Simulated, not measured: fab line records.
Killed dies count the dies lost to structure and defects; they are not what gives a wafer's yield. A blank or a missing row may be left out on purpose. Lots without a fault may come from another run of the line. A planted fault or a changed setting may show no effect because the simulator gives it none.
fab line records	flow sky130
record lots=11	wafers=33	last_day=50
route steps=708 shown VIA2@509 PAD_OPEN@708
lots that met no fault: from a run of the same line without faults
start_h: the number of hours between the record's first day and the start of the first shown wafer of the lot	wait_h: time in hours since the lot's previous step	" unchanged from the row above	L1.1+2: one row covering several wafers at once	- no value, or no start was given	* or withheld: withheld	< > ~ a bound
route shown NAME@n: NAME is a module with steps in the file, n the number in the route of the first one	usual: average and standard deviation across the fault-free wafers	same: alike in all rows	chamber/n: place in a boat	sites: readings site by site	_std_site: the values' standard deviation	_edge_site: inner sites' mean taken away from outer sites' mean	radius_mm: for every site, how far away it sits from the centre of the wafer	mask NAME#n: copy n	behind: the most recent tool/chamber to have shaped the wafer	hold: cause of the lot's hold/its duration in hours/its outcome	device: transistor that didn't switch, given as n, p or np	end of line: the same wafers' tests at the end of the route	a step without rows: its recipe alone	killed: the dies lost at the first sort to structure and to defects; this is not the yield of the wafer	map: dies across one wafer; x = killed, . = not, _ = none there
set.NAME: the setting the step ran with; set.NAME@STEP: the setting that earlier step ran with	model.NAME: the simulator's own value behind a step, which no gauge read
a sample of lots followed through the steps of the route, with each step as a table and each wafer as a row
services: the hour from which a tool's chamber was out of use, counted from the record's first day as start_h (under 0 if before that day), plus the number of hours and why
## steps
# step SKY_VIA2_CMP_02
# recipe material=SiO2	down_force_psi=4	platen_rpm=60	pad_velocity_m_s=0.94248
# usual motor_current_A=11.9/0.83
lot.wafer	tool	chamber	start_h	wait_h	motor_current_A
L309.4	cmp-01	0	827.63	0.1	12.1
L309.2	"	1	"	"	10.6
L309.6	"	3	"	"	13.9
L310.1	cmp-01	2	829.32	0.1	11.2
L310.2	"	3	"	"	13.1
L310.4	"	0	"	"	12.6
L314.4	cmp-01	2	858.04	0.1	11.5
L314.5	"	0	"	"	11.8
L314.6	"	1	"	"	9.9
L315.1	cmp-01	0	863.44	0.4	12.1
L315.2	"	1	"	"	9.9
L315.5	"	3	"	"	13.4
L316.2	cmp-02	0	874.21	0.1	11.4
L316.4	"	2	"	"	12.0
L316.6	"	0	"	"	11.1
L323.1	cmp-02	3	943.49	0.1	11.7
L323.3	"	0	"	"	11.3
L323.4	"	2	"	"	12.4
L326.2	cmp-01	2	944.48	0.1	12.2
L326.3	"	3	"	"	13.8
L326.6	"	2	"	"	11.8
L327.3	cmp-02	1	947.24	0.1	11.9
L327.4	"	2	"	"	12.0
L327.1	"	3	"	"	11.8
L328.2	cmp-01	2	950.36	0.3	12.2
L328.6	"	0	"	"	12.1
L328.5	"	1	"	"	11.2
L329.4	cmp-02	1	959.80	0.1	12.8
L329.1	"	3	"	"	11.4
L329.6	"	0	"	"	11.3
L331.2	cmp-02	2	980.93	0.1	12.2
L331.4	"	0	"	"	11.7
L331.5	"	1	"	"	13.0
# step SKY_VIA2_COAT_07
# recipe resist=KrF-thick	spin_rpm=3000	resist_thk_nm=450
# usual dispense_pressure_kPa=50.6/2.3
lot.wafer	tool	chamber	start_h	wait_h	dispense_pressure_kPa
L309.2	litho_track-02	0	840	-	52.4
L309.4	"	0	"	"	52.5
L309.6	"	0	"	"	52.4
L310.1	litho_track-03	0	842	-	46.9
L310.2	"	0	"	"	46.8
L310.4	"	0	"	"	46.9
L314.4	litho_track-02	0	871	-	52.5
L314.5	"	0	"	"	52.5
L314.6	"	0	"	"	52.5
L315.1	litho_track-02	0	876	-	52.5
L315.2	"	0	"	"	52.4
L315.5	"	0	"	"	52.5
L316.2	litho_track-02	0	887	-	52.5
L316.4	"	0	"	"	52.5
L316.6	"	0	"	"	52.5
L323.1	litho_track-02	0	955	-	52.5
L323.3	"	0	"	"	52.5
L323.4	"	0	"	"	52.5
L326.2	litho_track-02	0	956	-	52.5
L326.3	"	0	"	"	52.5
L326.6	"	0	"	"	52.5
L327.1	litho_track-02	0	959	-	52.5
L327.3	"	0	"	"	52.5
L327.4	"	0	"	"	52.5
L328.2	litho_track-02	0	963	-	52.5
L328.5	"	0	"	"	52.5
L328.6	"	0	"	"	52.5
L329.1	litho_track-04	0	972	-	48.8
L329.4	"	0	"	"	48.8
L329.6	"	0	"	"	48.8
L331.2	litho_track-04	0	993	-	48.8
L331.4	"	0	"	"	48.8
L331.5	"	0	"	"	48.9
# step SKY_VIA2_STRIP_16
# recipe chemistry=O2/N2	power_w=1400	pressure_mtorr=1500	platen_temp_c=withheld	o2_flow_sccm=3000	n2_flow_sccm=300	overash_fraction=0.5
# usual drypump_motor_current_A=5.8/0.47	oes_product_au=0.399/0.0044	strip_time_to_endpoint_s=4.059/0.021
lot.wafer	tool	chamber	start_h	wait_h	drypump_motor_current_A	oes_product_au	rf_hours_counter_h	strip_time_to_endpoint_s
L309.2	plasma_asher-02	0	853.73	0.0	5.1	0.405	11	4.057
L309.4	"	1	"	"	6.4	0.392	-	4.047
L309.6	"	1	"	"	6.4	0.406	-	4.017
L310.1	plasma_asher-02	0	856.52	0.0	5.1	0.398	11	4.037
L310.2	"	1	"	"	6.4	0.395	11	4.077
L310.4	"	1	"	"	6.4	0.396	-	4.075
L314.4	plasma_asher-04	0	884.77	0.1	5.9	0.397	-	4.038
L314.5	"	1	"	"	5.7	0.389	-	4.046
L314.6	"	0	"	"	5.9	0.402	-	4.062
L315.1	plasma_asher-02	0	889.94	0.0	5.1	0.406	15	4.207
L315.2	"	1	"	"	6.5	0.412	15	4.233
L315.5	"	0	"	"	5.1	0.403	-	4.252
L316.2	plasma_asher-02	1	900.53	0.0	6.4	0.409	16	4.212
L316.4	"	0	"	"	5.1	0.400	-	4.236
L316.6	"	0	"	"	5.1	0.407	-	4.195
L323.1	plasma_asher-03	0	968.44	0.0	5.2	0.399	87	4.055
L323.3	"	1	"	"	6.3	0.399	-	4.046
L323.4	"	0	"	"	5.2	0.397	-	4.054
L326.2	plasma_asher-04	0	969.47	0.0	6.0	0.404	52	4.092
L326.3	"	1	"	"	5.7	0.392	-	4.052
L326.6	"	0	"	"	6.0	0.407	-	4.111
L327.1	plasma_asher-03	1	972.32	0.0	6.3	0.393	87	4.053
L327.3	"	1	"	"	6.3	0.401	-	4.093
L327.4	"	0	"	"	5.2	0.396	-	4.087
L328.2	plasma_asher-04	0	974.97	0.0	6.0	0.393	53	4.065
L328.5	"	0	"	"	5.9	0.399	-	4.056
L328.6	"	1	"	"	5.7	0.405	-	4.082
L329.1	plasma_asher-03	1	984.04	0.0	6.3	0.399	89	4.012
L329.4	"	1	"	"	6.3	0.396	-	4.053
L329.6	"	0	"	"	5.2	0.401	-	4.076
L331.2	plasma_asher-03	1	1004.97	0.0	6.3	0.401	92	4.050
L331.4	"	1	"	"	6.3	0.389	-	4.046
L331.5	"	1	"	"	6.3	0.404	-	4.047
# step SKY_VIA2_RS_MEAS_22
# recipe thk_meas_gauge=four-point-probe	reads=W_of_VIA2_CVD_21+TiN_of_VIA2_SPUTTER_20
# usual VIA2_W_RS=0.2735/0.0027
lot.wafer	tool	chamber	start_h	wait_h	VIA2_W_RS[ohm/sq]
L309.2	film_metro-04	-	854.54	0.1	0.2759
L309.4	"	-	"	"	0.2752
L309.6	"	-	"	"	0.2758
L310.1	film_metro-02	-	857.32	0.1	0.2726
L310.2	"	-	"	"	0.2687
L310.4	"	-	"	"	0.2703
L314.4	film_metro-02	-	885.60	0.1	0.2740
L314.5	"	-	"	"	0.2710
L314.6	"	-	"	"	0.2714
L315.1	film_metro-02	-	890.72	0.1	0.2727
L315.2	"	-	"	"	0.2705
L315.5	"	-	"	"	0.2757
L316.2	film_metro-01	-	901.36	0.1	0.2740
L316.4	"	-	"	"	0.2721
L316.6	"	-	"	"	0.2733
L323.1	film_metro-01	-	969.23	0.1	0.2745
L323.3	"	-	"	"	0.2719
L323.4	"	-	"	"	0.2735
L326.2	film_metro-01	-	970.34	0.1	0.2713
L326.3	"	-	"	"	0.2758
L326.6	"	-	"	"	0.2772
L327.1	film_metro-02	-	973.20	0.1	0.2718
L327.3	"	-	"	"	0.2743
L327.4	"	-	"	"	0.2707
L328.2	film_metro-01	-	975.78	0.1	0.2769
L328.5	"	-	"	"	0.2763
L328.6	"	-	"	"	0.2761
L329.1	film_metro-01	-	984.88	0.1	0.2710
L329.4	"	-	"	"	0.2733
L329.6	"	-	"	"	0.2668
L331.2	film_metro-01	-	1005.77	0.1	0.2694
L331.4	"	-	"	"	0.2700
L331.5	"	-	"	"	0.2738
# step SKY_VIA2_CMP_24
# recipe stop_on=SiO2	t_overpolish_s=20	down_force_psi=3.5	platen_rpm=60	target_thk_nm=0	pad_velocity_m_s=0.94248
# usual motor_current_A=10.9/0.93	overpolish_run_s=20.001/0.009	time_to_endpoint_s=100/3.4
lot.wafer	tool	chamber	start_h	wait_h	motor_current_A	overpolish_run_s	time_to_endpoint_s
L309.4	cmp-02	0	854.70	0.0	10.5	20.011	101
L309.2	"	1	"	"	11.8	20.001	101
L309.6	"	1	"	"	11.5	20.010	103
L310.1	cmp-01	0	857.50	0.1	11.1	19.998	97
L310.2	"	1	"	"	9.0	20.005	98
L310.4	"	3	"	"	13.5	20.005	100
L314.4	cmp-02	0	885.82	0.1	10.7	20.013	94
L314.5	"	2	"	"	11.0	20.001	96
L314.6	"	3	"	"	10.2	20.006	95
L315.2	cmp-02	1	890.90	0.0	11.2	20.001	98
L315.1	"	3	"	"	10.0	19.991	94
L315.5	"	1	"	"	11.0	20.018	94
L316.2	cmp-01	3	901.64	0.2	12.6	19.987	101
L316.4	"	1	"	"	9.5	19.990	103
L316.6	"	3	"	"	12.8	20.003	103
L323.1	cmp-01	3	969.55	0.2	12.6	20.014	92
L323.4	"	0	"	"	11.6	20.004	96
L323.3	"	2	"	"	10.2	20.009	97
L326.3	cmp-02	3	970.55	0.1	10.6	19.987	105
L326.2	"	1	"	"	11.7	19.999	107
L326.6	"	3	"	"	11.0	19.998	101
L327.4	cmp-02	2	973.38	0.0	11.0	19.993	106
L327.1	"	3	"	"	10.4	20.013	104
L327.3	"	0	"	"	10.9	20.012	100
L328.2	cmp-01	2	975.99	0.1	10.7	19.986	101
L328.6	"	1	"	"	9.6	20.002	101
L328.5	"	2	"	"	10.9	20.009	101
L329.1	cmp-02	0	985.06	0.1	10.2	19.993	105
L329.4	"	2	"	"	11.4	20.018	103
L329.6	"	1	"	"	11.2	20.001	107
L331.4	cmp-02	0	1005.93	0.0	10.6	19.999	98
L331.2	"	2	"	"	11.6	19.994	105
L331.5	"	1	"	"	11.3	20.004	102
# step SKY_PAD_OPEN_PROBE_99
# usual defect_limited_yield=82.7/2	killed_at_M0_to_M3=42/6.8	killed_at_M4_up=3.2/1.8	killed_at_contacts=25/5.4	killed_at_front_end=15/4.5	killed_at_other=0.3/0.56	killed_dies=85/9.7	killed_open=46/7.1	killed_short=39/6.5	sort_bin_3_pad_short=0.9/0.42	sort_bin_5_function=10.4/1.5	sort_bin_6_memory=6.1/1.1	sort_n_pass=407/9.7	sort_yield_pct=82.7/2
# same gross_dies=492	killed_at_back_side=0	sort_bin_4_leakage[%]=0	sort_bin_8_speed[%]=0
lot.wafer	tool	chamber	start_h	wait_h	defect_limited_yield[%]	killed_at_M0_to_M3	killed_at_M4_up	killed_at_contacts	killed_at_front_end	killed_at_other	killed_dies	killed_open	killed_short	sort_bin_3_pad_short[%]	sort_bin_5_function[%]	sort_bin_6_memory[%]	sort_n_pass	sort_yield_pct[%]
L314.4	prober-02	-	1107.34	0.2	81.3	36	6	27	23	0	92	47	44	1.0	10.6	7.1	400	81.3
L314.5	prober-02	-	1107.39	0.2	83.5	30	4	34	12	1	81	48	33	0.8	10.0	5.7	411	83.5
L314.6	prober-02	-	1107.44	0.2	83.1	38	0	24	20	1	83	50	33	0.8	7.9	8.1	409	83.1
L315.1	prober-01	-	1109.32	0.1	85.0	43	1	22	8	0	74	40	34	0.2	8.1	6.7	418	85.0
L315.2	prober-01	-	1109.37	0.1	85.0	31	4	24	14	1	74	42	32	1.2	10.2	3.7	418	85.0
L315.5	prober-01	-	1109.52	0.2	84.3	48	3	20	6	0	77	44	33	0.8	10.2	4.7	415	84.3
L316.2	prober-02	-	1117.73	0.1	78.5	52	8	31	15	0	106	61	45	0.6	13.8	7.1	386	78.5
L316.4	prober-02	-	1117.83	0.2	84.1	47	3	23	5	0	78	40	38	0.6	10.2	5.1	414	84.1
L316.6	prober-02	-	1117.93	0.2	81.1	47	7	27	12	0	93	54	39	0.8	9.6	8.5	399	81.1
# killed by level:class
L314.4 LI_CONTACT:geometric_particle:open=11 CONTACT:geometric_particle:open=9 METAL2:geometric_particle:short=6 VIA1:geometric_particle:open=6 VIA2:geometric_particle:open=6 FIELD_ISO:geometric_particle:short=5 POLY_GATE:geometric_particle:short=5 METAL3:geometric_particle:short=5
L314.5 LI_CONTACT:geometric_particle:open=18 VIA1:geometric_particle:open=8 LOCAL_INTERCONNECT:geometric_particle:short=6 CONTACT:geometric_particle:open=6 FIELD_ISO:geometric_particle:open=5 METAL1:geometric_particle:short=5 POLY_GATE:geometric_particle:short=4 VIA1:geometric_particle:short=4
L314.6 CONTACT:geometric_particle:short=9 FIELD_ISO:geometric_particle:open=7 VIA1:geometric_particle:open=7 VIA3:geometric_particle:open=7 VIA2:geometric_particle:open=6 CONTACT:geometric_particle:open=5 LI_CONTACT:geometric_particle:open=5 METAL2:geometric_particle:short=5
L315.1 VIA3:geometric_particle:open=14 VIA1:geometric_particle:open=10 CONTACT:geometric_particle:open=8 CONTACT:geometric_particle:short=6 LI_CONTACT:geometric_particle:open=6 VIA2:geometric_particle:short=6 POLY_GATE:geometric_particle:short=5 METAL2:geometric_particle:short=5
L315.2 CONTACT:geometric_particle:open=13 LI_CONTACT:geometric_particle:open=6 VIA1:geometric_particle:short=6 POLY_GATE:geometric_particle:short=5 VIA1:geometric_particle:open=5 FIELD_ISO:geometric_particle:open=4 VIA2:geometric_particle:open=4 VIA3:geometric_particle:open=4
L315.5 VIA1:geometric_particle:open=9 METAL2:geometric_particle:short=8 VIA3:geometric_particle:open=8 CONTACT:geometric_particle:open=7 LI_CONTACT:geometric_particle:open=5 METAL1:geometric_particle:short=5 VIA2:geometric_particle:short=4 VIA2:geometric_particle:open=4
L316.2 VIA1:geometric_particle:open=12 VIA3:geometric_particle:open=12 CONTACT:geometric_particle:open=10 LI_CONTACT:geometric_particle:short=8 LI_CONTACT:geometric_particle:open=7 VIA2:geometric_particle:open=7 METAL1:geometric_particle:short=5 METAL4:geometric_particle:short=5
L316.4 VIA2:geometric_particle:open=9 LI_CONTACT:geometric_particle:open=8 METAL2:geometric_particle:short=8 VIA3:geometric_particle:open=6 CONTACT:geometric_particle:open=6 VIA1:geometric_particle:open=6 LI_CONTACT:geometric_particle:short=4 METAL1:geometric_particle:short=4
L316.6 CONTACT:geometric_particle:open=12 VIA1:geometric_particle:open=12 VIA1:geometric_particle:short=6 METAL2:geometric_particle:short=5 LOCAL_INTERCONNECT:geometric_particle:short=5 METAL1:geometric_particle:short=5 VIA3:geometric_particle:open=5 VIA2:geometric_particle:open=5
## services
tool	chamber	start_h	hours	kind
litho_track-03	-	838.29	-	consumable_replace:filter
cmp-02	-	839.38	2.3	repair
cmp-02	-	856.23	11.6	pm
litho_track-03	-	881.64	-	consumable_replace:filter
cmp-01	-	896.85	4.7	pm
plasma_asher-04	-	906.97	2.8	pm
cmp-01	-	912.01	4.0	pm
cmp-01	-	916.01	-	consumable_replace:conditioner
cmp-01	-	916.01	-	consumable_replace:pad
cmp-01	-	934.81	3.2	repair
cmp-01	-	936.22	2.3	repair
cmp-01	-	940.14	0.8	repair
plasma_asher-02	-	947.82	1.1	repair
plasma_asher-02	-	951.98	23.5	repair
cmp-01	-	952.18	4.1	repair
cmp-01	-	963.14	1.5	repair
cmp-02	-	966.58	3.5	repair
plasma_asher-02	-	975.45	28.1	pm
## key
first_sign step=SKY_VIA2_STRIP_16	reading=strip_time_to_endpoint_s	direction=up	sigmas=7.8	usual=*	struck=*
effect none on later readings
met_at SKY_VIA2_COAT_07
struck_lots L315,L316
not_acting_at SKY_VIA2_CMP_02,SKY_VIA2_RS_MEAS_22,SKY_VIA2_CMP_24
onset_between 871 876
also_fits SKY_VIA2_STRIP_16:plasma_asher-02
fault kind=process_parameter_drift	tool=litho_track-02	chamber=-	onset_h=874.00	steps=SKY_VIA2_COAT_07	channel=resist_thk_nm	offset=15.246	shape=step	end_h=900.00	acts_in=these_recipes_only	stated=450
